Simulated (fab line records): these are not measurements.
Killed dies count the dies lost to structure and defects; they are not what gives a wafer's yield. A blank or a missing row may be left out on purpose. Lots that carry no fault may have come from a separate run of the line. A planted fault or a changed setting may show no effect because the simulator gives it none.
A single fault, viewed from 2 desks / flow gf180mcu / each desk holds nothing but its own numbers, with what lay behind them at the end

## THE TOOL OWNER'S DESK: pecvd-03
The tool's own readings at GF_V1_CVD_02 (deposits SiO2 from TEOS, target thk 850 nm, time 94.851 s): means of the sampled wafers that have a number, for each lot that ran on this tool. A lot is out of limits, marked OUT, if its mean lies more than 4 standard deviations from the usual mean; the brackets give that distance.
Columns: A = heater power w at GF_V1_CVD_02, usual 599 W; B = run length s at GF_V1_CVD_02, usual 122.7 s
lot=L303; first seen here=day 17 03:56; A=605; B=122.8
lot=L311; first seen here=day 20 04:17; A=598; B=179.3 (+93) OUT
lot=L314; first seen here=day 20 23:23; A=635; B=179.2 (+93) OUT
lot=L315; first seen here=day 21 13:11; A=620; B=179.2 (+93) OUT
This desk's verdict: out of limits on L311, L314, L315, starting with L311 at day 20 04:17 (run length s at GF_V1_CVD_02). Within limits: L303.

## METROLOGY DESK
Lot by lot, what the gauges showed, no matter which tool ran the lot: averages of those sampled wafers that carry a number. A lot is out of limits, marked OUT, if its mean lies more than 4 standard deviations from the usual mean; the brackets give that distance.
Columns: A = cd nm at GF_M1_CD_MEAS_14, usual 229.8 nm; B = M1_OVL at GF_M1_OVL_MEAS_15, usual -4 nm; C = V1_CVD_00_THK at GF_V1_THK_MEAS_01, usual 600 nm; D = V1_CVD_02_THK at GF_V1_THK_MEAS_03, usual 848 nm; E = V1_BOW at GF_V1_BOW_MEAS_05, usual 81 um
lot=L303; first seen here=day 17 02:56; A=229.5; B=-9; C=597; D=838; E=81
lot=L307; first seen here=day 18 14:30; A=228.8; B=-5; C=598; D=848; E=80
lot=L311; first seen here=day 20 03:23; A=228.7; B=-10; C=600; D=1350 (+39) OUT; E=91
lot=L314; first seen here=day 20 22:29; A=229.4; B=-14; C=602; D=1362 (+40) OUT; E=91
lot=L315; first seen here=day 21 12:17; A=230.9; B=-5; C=602; D=1356 (+39) OUT; E=81
lot=L317; first seen here=day 22 02:50; A=230.7; B=-6; C=590; D=841; E=88
lot=L324; first seen here=day 24 15:19; A=228.8; B=-7; C=599; D=837; E=80
This desk's finding: out of limits on L311, L314, L315; first on L311, day 20 04:23 (V1_CVD_02_THK at GF_V1_THK_MEAS_03). Within limits: L303, L307, L317, L324.

## TAKEN TOGETHER
The tool owner's desk could have raised an alarm at day 20 04:17, on L311, L314, L315.
At day 20 04:23 the metrology desk could have sounded an alarm, on L311, L314, L315.
The lots listed all ran GF_V1_CVD_02 on pecvd-03.

## WHAT THE SIMULATOR PUT IN
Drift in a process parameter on pecvd-03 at GF_V1_CVD_02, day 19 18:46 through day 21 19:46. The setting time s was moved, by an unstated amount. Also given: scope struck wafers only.
Lots struck among those shown: L311, L314, L315.
Counting hours from when the fault started, the first reading out of limits came at 10 for the tool owner's desk and at 10 for the metrology desk.
